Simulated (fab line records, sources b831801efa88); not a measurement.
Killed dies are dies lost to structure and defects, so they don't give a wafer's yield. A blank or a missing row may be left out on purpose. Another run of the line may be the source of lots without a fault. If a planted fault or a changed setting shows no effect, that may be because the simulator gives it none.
Which of the tools did it? | flow gf180mcu | 40 wafers from 14 lots sampled at 5 of the route's 602 steps

WHAT EACH GAUGE READ, for each wafer
GF_HV_LDD_OVL_MEAS_08. Usual: HV_LDD_OVL gives 0.1 nm (standard deviation 1.6).
lot  | measured     | on         | HV_LDD_OVL (nm) | flag
L995 | day 10 13:39 | overlay-02 | -0.9 -1.0 -0.3  |
L994 | day 10 13:44 | overlay-01 | 1.9 0.2 2.8     |
L993 | day 10 13:57 | overlay-02 | -1.9 -0.5 -0.1  |
L992 | day 10 16:07 | overlay-02 | 3.9 3.5 3.3     |
L996 | day 10 19:58 | overlay-02 | -0.4 -0.5 -0.5  |
L997 | day 10 21:43 | overlay-02 | -1.0 -1.4 -0.9  |
L998 | day 11 05:04 | overlay-01 | 2.1 0.3 3.2     |
L100 | day 11 16:15 | overlay-02 | 0.6 0.7 1.2     |
L104 | day 12 19:31 | overlay-02 | -1.2 -2.1 0.9   |
L105 | day 13 03:28 | overlay-01 | -0.4 -1.2       |
L106 | day 13 06:25 | overlay-02 | -0.2 1.5        |
L112 | day 15 12:51 | overlay-02 | -2.8 -1.7 -3.5  |
L114 | day 16 05:04 | overlay-02 | -0.9 1.1 -0.9   |
L115 | day 16 11:22 | overlay-01 | 0.7 0.5 1.8     |

GF_PSD_CD_MEAS_07: the cd target is 400 nm. Usual: 399.5 nm for cd-nm, sd 1.9.
lot  | measured     | on        | cd-nm (nm)        | flag
L995 | day 14 16:14 | cd-sem-01 | 401.6 401.7 401.6 |
L994 | day 14 19:07 | cd-sem-01 | 399.8 401.8 399.7 |
L993 | day 14 18:47 | cd-sem-02 | 398.3 401.2 398.1 |
L992 | day 14 21:20 | cd-sem-02 | 401.2 399.8 401.3 |
L996 | day 15 01:05 | cd-sem-01 | 398.2 400.8 397.3 |
L997 | day 15 01:20 | cd-sem-02 | 397.2 399.5 397.2 |
L998 | day 15 11:53 | cd-sem-02 | 398.9 399.2 399.8 |
L100 | day 15 23:08 | cd-sem-01 | 401.7 399.7 402.5 |
L104 | day 17 11:02 | cd-sem-02 | 399.2 400.8 399.6 |
L105 | day 17 21:29 | cd-sem-02 | 399.1 401.3       |
L106 | day 18 02:35 | cd-sem-01 | 401.1 399.3       |
L112 | day 20 18:41 | cd-sem-02 | 400.3 399.4 398.9 |
L114 | day 21 10:28 | cd-sem-02 | 402.4 400.1 399.0 |
L115 | day 21 16:10 | cd-sem-02 | 398.1 397.2 398.4 |

GF_CONTACT_CD_MEAS_14: the cd target is 220 nm. Usual: 219.6 nm for cd-nm, sd 1.9.
lot  | measured     | on        | cd-nm (nm)        | flag
L995 | day 16 15:41 | cd-sem-01 | 218.7 219.3 219.8 |
L994 | day 16 18:06 | cd-sem-02 | 218.4 219.4 220.1 |
L993 | day 16 17:59 | cd-sem-01 | 220.9 218.7 218.8 |
L992 | day 16 21:56 | cd-sem-01 | 220.2 219.5 219.9 |
L996 | day 17 00:29 | cd-sem-01 | 219.9 219.2 219.9 |
L997 | day 17 01:13 | cd-sem-01 | 218.4 220.3 218.1 |
L998 | day 17 13:10 | cd-sem-01 | 221.5 222.0 220.6 |
L100 | day 18 01:59 | cd-sem-02 | 221.0 219.1 220.7 |
L104 | day 19 15:14 | cd-sem-02 | 212.2 217.5 219.3 |
L105 | day 20 02:35 | cd-sem-01 | 218.7 211.6       |
L106 | day 20 06:10 | cd-sem-02 | 210.4 219.2       |
L112 | day 22 17:17 | cd-sem-01 | 218.2 220.0 218.5 |
L114 | day 23 09:16 | cd-sem-02 | 220.5 221.4 221.0 |
L115 | day 23 15:04 | cd-sem-01 | 219.5 220.4 221.1 |

EACH LOT AND THE TOOL THAT RAN IT (in order: tool; ch and the chambers of the sampled wafers; start)
lot  | GF_SAB_STRIP_13                      | GF_CONTACT_EXPOSE_11
L995 | plasma-asher-04 ch 0,1, day 15 14:53 | krf-scanner-02 ch 0, day 16 03:28
L994 | plasma-asher-01 ch 0,1, day 15 17:33 | krf-scanner-02 ch 0, day 16 06:36
L993 | plasma-asher-01 ch 0,1, day 15 17:08 | krf-scanner-02 ch 0, day 16 06:20
L992 | plasma-asher-03 ch 0,1, day 15 20:32 | krf-scanner-02 ch 0, day 16 10:35
L996 | plasma-asher-04 ch 0,1, day 15 23:54 | krf-scanner-02 ch 0, day 16 13:38
L997 | plasma-asher-01 ch 0,1, day 16 00:41 | krf-scanner-01 ch 0, day 16 14:32
L998 | plasma-asher-01 ch 0,1, day 16 11:43 | krf-scanner-02 ch 0, day 17 00:20
L100 | plasma-asher-04 ch 0,1, day 17 00:00 | krf-scanner-02 ch 0, day 17 14:40
L104 | plasma-asher-03 ch 0,1, day 18 12:43 | krf-scanner-02 ch 0, day 19 02:02
L105 | plasma-asher-01 ch 0,1, day 19 00:11 | krf-scanner-02 ch 0, day 19 14:20
L106 | plasma-asher-03 ch 1, day 19 04:19   | krf-scanner-02 ch 0, day 19 19:10
L112 | plasma-asher-04 ch 0,1, day 21 17:24 | krf-scanner-01 ch 0, day 22 05:55
L114 | plasma-asher-04 ch 0,1, day 22 09:34 | krf-scanner-02 ch 0, day 22 22:56
L115 | plasma-asher-04 ch 0,1, day 22 15:34 | krf-scanner-01 ch 0, day 23 04:20
- GF_SAB_STRIP_13: strips in O2/N2.
- GF_CONTACT_EXPOSE_11: exposes mask Contact, target cd 220 nm.

AS READ BY THE TOOLS THEMSELVES (means over the sampled wafers that have a number; for cases with no such wafer, the mark the record gives instead)
GF_SAB_STRIP_13. Usual: drypump-motor-current-A 5.7 A, standard deviation 0.46; heater-power-w 321 W, standard deviation 19; oes-product-au 0.709 a.u., standard deviation 0.0044; strip-time-to-endpoint-s 12.64 s, standard deviation 0.035.
lot  | tool            | drypump-motor-current-A (A) | heater-power-w (W) | oes-product-au (a.u.) | strip-time-to-endpoint-s (s) | flag
L995 | plasma-asher-04 | 6.0                         | 335                | 0.711                 | 12.68                        |
L994 | plasma-asher-01 | 5.1                         | 307                | 0.710                 | 12.68                        |
L993 | plasma-asher-01 | 5.1                         | 314                | 0.713                 | 12.70                        |
L992 | plasma-asher-03 | 6.1                         | 342                | 0.708                 | 12.65                        |
L996 | plasma-asher-04 | 5.9                         | 334                | 0.714                 | 12.66                        |
L997 | plasma-asher-01 | 5.1                         | 311                | 0.706                 | 12.65                        |
L998 | plasma-asher-01 | 5.1                         | 303                | 0.708                 | 12.64                        |
L100 | plasma-asher-04 | 6.0                         | 334                | 0.707                 | 12.67                        |
L104 | plasma-asher-03 | 6.0                         | 349                | 0.712                 | 12.68                        |
L105 | plasma-asher-01 | 5.1                         | 302                | 0.708                 | 12.58                        |
L106 | plasma-asher-03 | 6.0                         | 353                | 0.708                 | 12.59                        |
L112 | plasma-asher-04 | 6.0                         | 323                | 0.708                 | 12.65                        |
L114 | plasma-asher-04 | 6.0                         | 321                | 0.709                 | 12.60                        |
L115 | plasma-asher-04 | 6.0                         | 322                | 0.712                 | 12.69                        |

THE ANSWER, worked out from the rows above alone
Rule: lot off if the mean of its wafers having a number is beyond 3 standard deviations from the usual mean. A lot without any number at a reading at which 4 lots or more have one is off too. All remaining lots with rows at the step are treated as sound. Order of review: gauges by route order, followed by the tools' own readings, for which a lot's mean as printed above is used. The first step at which some lot is off is used, and at that step the reading that is off furthest; a lot without a number counts as furthest.
Across all readings shown, no lot is off: no conclusion can be drawn from this.

WHAT THE SIMULATOR HAD PUT IN
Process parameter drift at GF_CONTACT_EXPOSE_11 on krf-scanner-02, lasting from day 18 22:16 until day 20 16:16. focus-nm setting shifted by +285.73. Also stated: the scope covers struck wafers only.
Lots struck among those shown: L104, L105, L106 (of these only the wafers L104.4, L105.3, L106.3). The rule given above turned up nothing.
